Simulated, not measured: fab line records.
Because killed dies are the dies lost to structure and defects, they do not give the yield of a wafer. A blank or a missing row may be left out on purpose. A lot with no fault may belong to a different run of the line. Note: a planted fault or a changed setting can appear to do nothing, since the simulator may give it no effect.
Chamber matching :: flow sky130 :: SKY_VIA3_CMP_24 on cmp-02 has 4 sister chambers
The step polishes, stops on SiO2, t overpolish 20 s, target thk 0 nm. 18 wafers are shown with their chamber, then 9 later ones without.

== WAFERS, EACH WITH ITS CHAMBER ==
wafer: L330.3
chamber: 1
motor-current-A (A): 8.9
time-to-endpoint-s (s): 90
overpolish-run-s (s): 20.007

wafer: L330.4
chamber: 0
motor-current-A (A): 11.4
time-to-endpoint-s (s): 91
overpolish-run-s (s): 19.994

wafer: L330.5
chamber: 2
motor-current-A (A): 10.5
time-to-endpoint-s (s): 91
overpolish-run-s (s): 19.991

wafer: L333.4
chamber: 3
motor-current-A (A): 11.1
time-to-endpoint-s (s): 95
overpolish-run-s (s): 19.992

wafer: L333.5
chamber: 1
motor-current-A (A): 9.1
time-to-endpoint-s (s): 88
overpolish-run-s (s): 19.993

wafer: L333.6
chamber: 0
motor-current-A (A): 11.9
time-to-endpoint-s (s): 92
overpolish-run-s (s): 19.997

wafer: L334.1
chamber: 2
motor-current-A (A): 10.6
time-to-endpoint-s (s): 93
overpolish-run-s (s): 20.003

wafer: L334.3
chamber: 0
motor-current-A (A): 11.4
time-to-endpoint-s (s): 88
overpolish-run-s (s): 19.990

wafer: L334.6
chamber: 1
motor-current-A (A): 8.9
time-to-endpoint-s (s): 95
overpolish-run-s (s): 20.011

wafer: L335.3
chamber: 0
motor-current-A (A): 11.8
time-to-endpoint-s (s): 92
overpolish-run-s (s): 19.990

wafer: L335.4
chamber: 2
motor-current-A (A): 10.7
time-to-endpoint-s (s): 90
overpolish-run-s (s): 19.988

wafer: L335.5
chamber: 3
motor-current-A (A): 11.8
time-to-endpoint-s (s): 96
overpolish-run-s (s): 19.990

wafer: L338.3
chamber: 2
motor-current-A (A): 10.9
time-to-endpoint-s (s): 91
overpolish-run-s (s): 20.005

wafer: L338.5
chamber: 1
motor-current-A (A): 8.5
time-to-endpoint-s (s): 94
overpolish-run-s (s): 20.014

wafer: L338.6
chamber: 2
motor-current-A (A): 10.7
time-to-endpoint-s (s): 95
overpolish-run-s (s): 20.004

wafer: L339.1
chamber: 3
motor-current-A (A): 11.0
time-to-endpoint-s (s): 100
overpolish-run-s (s): 20.023

wafer: L339.4
chamber: 0
motor-current-A (A): 11.5
time-to-endpoint-s (s): 94
overpolish-run-s (s): 20.011

wafer: L339.6
chamber: 3
motor-current-A (A): 11.5
time-to-endpoint-s (s): 99
overpolish-run-s (s): 19.989

SIGNATURES, as means of the wafers listed above
reading: motor-current-A
chamber 0: 11.600
chamber 1: 8.850
chamber 2: 10.680
chamber 3: 11.350
scatter within a chamber: 0.255

reading: time-to-endpoint-s
chamber 0: 91.40
chamber 1: 91.75
chamber 2: 92.00
chamber 3: 97.50
scatter within a chamber: 2.46

reading: overpolish-run-s
chamber 0: 19.99640
chamber 1: 20.00625
chamber 2: 19.99820
chamber 3: 19.99850
scatter within a chamber: 0.0108
Rule: for each reading, subtract the chamber's mean from the wafer's reading, divide by that reading's scatter and square the result; add these up over the readings and take the root, which gives the wafer's distance from the chamber. The wafer belongs to the nearest chamber; if the next one is less than 2 further off, it can't be placed. How the scatter is found: for the shown wafers, subtract from each reading the mean of its chamber, square and add these, divide the total by (wafers less chambers), then take the root.

== WAFERS WHOSE CHAMBER IS MISSING ==
wafer: L347.1
motor-current-A (A): 8.8
time-to-endpoint-s (s): 98
overpolish-run-s (s): 19.987

wafer: L347.5
motor-current-A (A): 8.5
time-to-endpoint-s (s): 96
overpolish-run-s (s): 19.993

wafer: L347.6
motor-current-A (A): 11.5
time-to-endpoint-s (s): 94
overpolish-run-s (s): 19.995

wafer: L350.2
motor-current-A (A): 11.5
time-to-endpoint-s (s): 91
overpolish-run-s (s): 20.008

wafer: L350.3
motor-current-A (A): 11.7
time-to-endpoint-s (s): 95
overpolish-run-s (s): 20.003

wafer: L350.5
motor-current-A (A): 8.8
time-to-endpoint-s (s): 93
overpolish-run-s (s): 19.980

wafer: L351.2
motor-current-A (A): 11.7
time-to-endpoint-s (s): 94
overpolish-run-s (s): 19.997

wafer: L351.5
motor-current-A (A): 11.6
time-to-endpoint-s (s): 93
overpolish-run-s (s): 19.988

wafer: L351.6
motor-current-A (A): 8.6
time-to-endpoint-s (s): 94
overpolish-run-s (s): 19.996

== THE CHAMBER EACH PASSED THROUGH ==
wafer: L347.1
from the rows above: 1
in truth: 1

wafer: L347.5
from the rows above: 1
in truth: 1

wafer: L347.6
from the rows above: can't be placed: 0 or 3
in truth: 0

wafer: L350.2
from the rows above: can't be placed: 0 or 3
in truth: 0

wafer: L350.3
from the rows above: can't be placed: 0 or 3
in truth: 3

wafer: L350.5
from the rows above: 1
in truth: 1

wafer: L351.2
from the rows above: can't be placed: 0 or 3
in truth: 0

wafer: L351.5
from the rows above: can't be placed: 0 or 3
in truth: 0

wafer: L351.6
from the rows above: 1
in truth: 1
4 of 9 placed correctly. Unplaceable from these rows: 5, with the true chamber sitting among the candidates in 5. Placed wrongly: 0.
